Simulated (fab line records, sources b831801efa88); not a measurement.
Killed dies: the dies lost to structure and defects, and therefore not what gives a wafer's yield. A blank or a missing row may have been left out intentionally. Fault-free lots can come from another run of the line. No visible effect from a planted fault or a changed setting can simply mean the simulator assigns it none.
Struck lot and sound lot, side by side ; flow sky130 ; 34 steps out of a route of 708
Sound: wafers L538.1, L538.3, L538.5. Wafers struck: L548.1, L548.3, L548.5. The cause is given at the end.
Each step with rows lists, per side, the tool, then ch with its chambers, then its first start. Under that, the readings that differ: sound wafers ; struck wafers ; difference of the means ; sigmas: that difference in standard deviations of wafers without a fault.
alike: words and numbers the same on both sides, and readings whose means are apart by under 2 such deviations; not compared: readings that were withheld, readings missing a value for some wafer, numbers with overlapping values and no deviation given by the record, and bounds like >300 which may hide the same value.
Wherever a step has rows on one side only, a row that says differs or no value, or a row with sigmas, the two part there. Numbers that have no deviation but don't overlap get no sigmas and don't part them. Lack of a reading on every wafer of one side parts them only where that side has two or more wafers.

first, 7 steps without rows for these wafers: SKY_SONOS_TUNNEL_DEVELOP_06 (develop time 60 s); SKY_SONOS_TUNNEL_IMPLANT_09; SKY_SONOS_TUNNEL_WET_ETCH_10 (etches SiO2 in dHF, target depth 14 nm, time 280 s); SKY_SONOS_TUNNEL_STRIP_11 (strips in SPM, time 600 s); SKY_SONOS_TUNNEL_CLEAN_13 (cleans in dHF, time 20 s); SKY_SONOS_ONO_OXIDATION_00 (stabilise 600 s, purge 300 s, target thk 2.6 nm); SKY_SONOS_ONO_CVD_02 (deposits Si3N4 from DCS/NH3, target thk 10.5 nm, time 180 s).
SKY_SONOS_ONO_CVD_04: deposits SiO2 from SiH4/N2O, target thk 5.7199 nm.
  sound on lpcvd-03 ch 1, day 12 02:17; struck on lpcvd-03 ch 1, day 15 08:40
reading;sound;struck;difference;sigmas
spike_tc_bottom_C (C);916.0 914.4 916.0;942.4 941.7 942.0;+26.6;+15
spike_tc_centre_C (C);899.5 900.0 899.3;928.1 930.1 926.8;+28.7;+29
spike_tc_lower_C (C);898.8 899.5 898.2;927.3 926.7 927.2;+28.2;+20
spike_tc_top_C (C);912.3 912.9 914.2;941.7 939.7 941.2;+27.7;+9
spike_tc_upper_C (C);901.3 900.0 898.4;928.6 928.6 929.6;+29.0;+26
susceptor_temp_C (C);899.8 900.2 900.3;928.8 928.5 928.6;+28.5;+75
model.SiO2_of_SONOS_ONO_CVD_04.thk_nm (nm);5.607 5.558 5.514;8.762 8.664 8.634;+3.127;
SKY_SONOS_ONO_THK_MEAS_05:
  struck on film_metro-04, day 15 09:55; sound on film_metro-01, day 12 04:10
reading;sound;struck;difference;sigmas
SONOS_ONO_CVD_04_THK (nm);5.65 5.54 5.49;8.74 8.67 8.66;+3.13;+28
then, 23 steps without rows for these wafers: SKY_SONOS_ONO_DEHYDRATE_06 (time 60 s); SKY_SONOS_ONO_HMDS_07 (prime time 60 s); SKY_SONOS_ONO_COAT_08 (resist thk 1140 nm); SKY_SONOS_ONO_SOFTBAKE_09 (time 60 s); SKY_SONOS_ONO_EXPOSE_10 (exposes mask ONOM, target cd 410 nm); SKY_SONOS_ONO_PEB_11; SKY_SONOS_ONO_DEVELOP_12 (develop time 60 s); SKY_SONOS_ONO_ETCH_15 (etches the open film in CHF3/O2, target depth 19.52 nm, time 7.8 s); SKY_SONOS_ONO_WET_ETCH_16 (etches SiO2 in dHF, target depth 14 nm, time 280 s); SKY_SONOS_ONO_STRIP_17 (strips in O2/N2); SKY_SONOS_ONO_WET_ETCH_18 (etches Si3N4 in H3PO4, target depth 15 nm, time 172 s); SKY_GATE_OXIDE_CLEAN_00 (cleans in SC1/SC2, time 150 s); SKY_GATE_OXIDE_OXIDATION_01 (stabilise 600 s, purge 300 s, target thk 10.268 nm); SKY_GATE_OXIDE_DEHYDRATE_03 (time 60 s); SKY_GATE_OXIDE_HMDS_04 (prime time 60 s); SKY_GATE_OXIDE_COAT_05 (resist thk 1140 nm); SKY_GATE_OXIDE_SOFTBAKE_06 (time 60 s); SKY_GATE_OXIDE_EXPOSE_07 (exposes mask LVOM, target cd 600 nm); SKY_GATE_OXIDE_PEB_08; SKY_GATE_OXIDE_DEVELOP_09 (develop time 60 s); SKY_GATE_OXIDE_IMPLANT_11; SKY_GATE_OXIDE_WET_ETCH_12 (etches SiO2 in dHF, target depth 16.8 nm, time 336 s); SKY_GATE_OXIDE_STRIP_13 (strips in O2/N2).
-- the record jumps here: 3 days lie between the struck wafers' starts before and after --
SKY_GATE_OXIDE_CLEAN_15: cleans in SC1/SC2, time 150 s.
  sound on wet_bench-03 ch 1, day 14 08:52; struck on wet_bench-02 ch 3, day 17 22:04
reading;sound;struck;difference;sigmas
model.SiO2_of_SONOS_ONO_CVD_04.thk_nm (nm);4.106 4.061 4.014;7.272 7.169 7.144;+3.135;
  alike: temp_c
-- a jump in the record: the struck wafers' starts before and after are 31 days apart (it breaks off in module GATE_OXIDE and resumes in module PAD_OPEN, where the first step shown is number 708 of the route) --
SKY_PAD_OPEN_PROBE_99:
  record: rows for the struck wafers here (prober-02, day 48 16:01), none for the sound ones

== WHERE THEY PART ==
At SKY_SONOS_ONO_CVD_04 first; at SKY_PAD_OPEN_PROBE_99 last (within this record only).

WHY: the cause the simulator had injected
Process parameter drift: lpcvd-03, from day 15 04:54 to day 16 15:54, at SKY_SONOS_ONO_CVD_04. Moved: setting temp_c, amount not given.
